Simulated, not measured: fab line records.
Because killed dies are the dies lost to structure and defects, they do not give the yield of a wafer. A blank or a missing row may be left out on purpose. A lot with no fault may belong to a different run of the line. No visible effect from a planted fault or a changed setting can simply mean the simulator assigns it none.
Chamber matching | flow sky130 | SKY_POLY_GATE_ETCH_16 on rieDiel-04 has 4 sister chambers
The step etches Si3N4 in CH3F/O2, stops on poly-Si, time 147.5 s, target depth 75 nm. 22 wafers are shown with their chamber, then 11 later ones without.

WAFERS WITH THEIR CHAMBER
wafer  | chamber | drypumpMotorCurrentA (A) | ch3fFlowSccm (sccm) | throttleValvePct (%)
L074.2 | 3       | 5.6                      | 40.05               | 10.536
L074.4 | 0       | 6.0                      | 39.96               | 10.538
L074.6 | 1       | 6.1                      | 40.07               | 10.535
L075.2 | 2       | 5.6                      | 39.84               | 10.530
L075.4 | 0       | 6.0                      | 39.96               | 10.544
L075.6 | 0       | 6.0                      | 39.98               | 10.535
L076.2 | 1       | 6.2                      | 40.04               | 10.511
L076.3 | 3       | 5.6                      | 40.05               | 10.546
L076.5 | 2       | 5.7                      | 40.06               | 10.536
L078.1 | 3       | 5.6                      | 40.11               | 10.544
L078.4 | 0       | 6.0                      | 39.93               | 10.532
L078.6 | 0       | 6.0                      | 39.86               | 10.541
L080.1 | 0       | 6.0                      | 39.86               | 10.538
L080.4 | 3       | 5.6                      | 40.11               | 10.537
L080.5 | 3       | 5.6                      | 40.10               | 10.541
L083.2 | 3       | 5.6                      | 39.94               | 10.547
L083.4 | 0       | 6.0                      | 40.00               | 10.527
L083.5 | 2       | 5.7                      | 40.02               | 10.535
L084.3 | 2       | 5.7                      | 39.95               | 10.533
L084.4 | 1       | 6.2                      | 39.96               | 10.540
L084.5 | 2       | 5.6                      | 39.95               | 10.541
L089.1 | 2       | 5.7                      | 39.84               | 10.555

SIGNATURES (averages over the wafers above)
reading              | chamber 0 | chamber 1 | chamber 2 | chamber 3 | scatter within a chamber
drypumpMotorCurrentA | 6.000     | 6.167     | 5.667     | 5.600     | 0.0333
ch3fFlowSccm         | 39.9357   | 40.0233   | 39.9433   | 40.0600   | 0.0697
throttleValvePct     | 10.53643  | 10.52867  | 10.53833  | 10.54183  | 0.0081
Rule: distance of a wafer from a chamber = root of the sum over the readings of ((wafer's reading minus chamber's mean) / reading's scatter) squared. If the next closest chamber is less than 2 further off than the closest, the wafer can't be placed; otherwise it belongs to the closest. How the scatter is found: for the shown wafers, subtract from each reading the mean of its chamber, square and add these, divide the total by (wafers less chambers), then take the root.

WAFERS WITHOUT THEIR CHAMBER
wafer  | drypumpMotorCurrentA (A) | ch3fFlowSccm (sccm) | throttleValvePct (%)
L089.4 | 5.6                      | 39.86               | 10.535
L089.5 | 6.1                      | 39.98               | 10.554
L090.2 | 5.7                      | 39.73               | 10.563
L090.3 | 5.6                      | 40.07               | 10.524
L090.4 | 6.1                      | 40.05               | 10.531
L091.1 | 5.7                      | 39.98               | 10.541
L091.2 | 5.6                      | 39.93               | 10.550
L091.6 | 5.7                      | 39.88               | 10.530
L092.1 | 5.6                      | 39.94               | 10.540
L092.3 | 6.1                      | 39.90               | 10.535
L092.6 | 5.6                      | 39.93               | 10.528

EACH ONE'S CHAMBER
wafer  | from the rows above     | in truth
L089.4 | can't be placed: 2 or 3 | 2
L089.5 | can't be placed: 0 or 1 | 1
L090.2 | can't be placed: 2 or 3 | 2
L090.3 | can't be placed: 3 or 2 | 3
L090.4 | can't be placed: 1 or 0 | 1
L091.1 | 2                       | 2
L091.2 | can't be placed: 3 or 2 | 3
L091.6 | 2                       | 2
L092.1 | can't be placed: 3 or 2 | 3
L092.3 | can't be placed: 1 or 0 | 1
L092.6 | can't be placed: 2 or 3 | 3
Correct placement for 2 of the 11. Not placeable from these rows: 9 (in 9, the candidates include the true chamber). Placed wrongly: 0.
